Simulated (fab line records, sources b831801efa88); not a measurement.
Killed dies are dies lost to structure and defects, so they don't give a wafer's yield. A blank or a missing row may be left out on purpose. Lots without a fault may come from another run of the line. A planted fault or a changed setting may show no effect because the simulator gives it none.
Which tool did it? | flow sky130 | 6 lots, 18 wafers sampled, at 3 steps of a route of 708

WHAT THE GAUGES READ, wafer by wafer
SKY_VT_ADJUST_HVTP_CD_MEAS_07: target cd 380 nm.
lot  | measured     | on        | cd_nm (nm)
L799 | day 6 07:07  | cd_sem-01 | 377.6 376.3 379.3
L801 | day 6 18:29  | cd_sem-01 | 376.5 378.4 379.7
L804 | day 7 22:34  | cd_sem-02 | 382.6 382.2 382.0
L809 | day 9 01:12  | cd_sem-01 | 378.7 376.4 378.4
L818 | day 11 15:03 | cd_sem-01 | 383.1 382.0 380.3
L821 | day 12 13:16 | cd_sem-01 | 380.7 383.8 381.4

WHICH TOOL RAN EACH LOT (tool, then ch and the chambers of the sampled wafers, then the start)
lot  | SKY_FIELD_ISO_ETCH_14             | SKY_VT_ADJUST_HVTP_EXPOSE_04
L799 | rie_diel-03 ch 0,1,3, day 2 10:23 | iline_stepper-02 ch 0, day 5 21:57
L801 | rie_diel-03 ch 0,1,3, day 2 20:49 | iline_stepper-02 ch 0, day 6 09:32
L804 | rie_diel-01 ch 0,2,3, day 3 16:49 | iline_stepper-01 ch 0, day 7 12:26
L809 | rie_diel-03 ch 0,2,3, day 4 13:18 | iline_stepper-01 ch 0, day 8 14:08
L818 | rie_diel-03 ch 2,3, day 6 14:30   | iline_stepper-02 ch 0, day 11 02:08
L821 | rie_diel-03 ch 1,2, day 7 04:34   | iline_stepper-01 ch 0, day 12 00:41
- SKY_FIELD_ISO_ETCH_14: etches BARC in N2/H2, stops on SiO2, time 45.9 s, target depth 60 nm.
- SKY_VT_ADJUST_HVTP_EXPOSE_04: exposes mask HVTPM, target cd 380 nm.

THE ANSWER, worked out from the rows above alone
Rule: what is usual is taken from the lots themselves. Put in order of their means at a reading, lots are off if they are a third of the lots or fewer, leave a main group of 4 or more, and stand apart from it by a gap of 3 or more times the standard deviation of the main group's means; of several such gaps the widest counts. A main group whose means are all the same, to the digits that the tables above print for the reading, isn't used. A lot without any number at a reading at which 4 lots or more have one is off too. The other lots that the step has rows for count as sound.
No lot is off at any reading shown: from this, nothing can be told.

WHAT THE SIMULATOR HAD PUT IN
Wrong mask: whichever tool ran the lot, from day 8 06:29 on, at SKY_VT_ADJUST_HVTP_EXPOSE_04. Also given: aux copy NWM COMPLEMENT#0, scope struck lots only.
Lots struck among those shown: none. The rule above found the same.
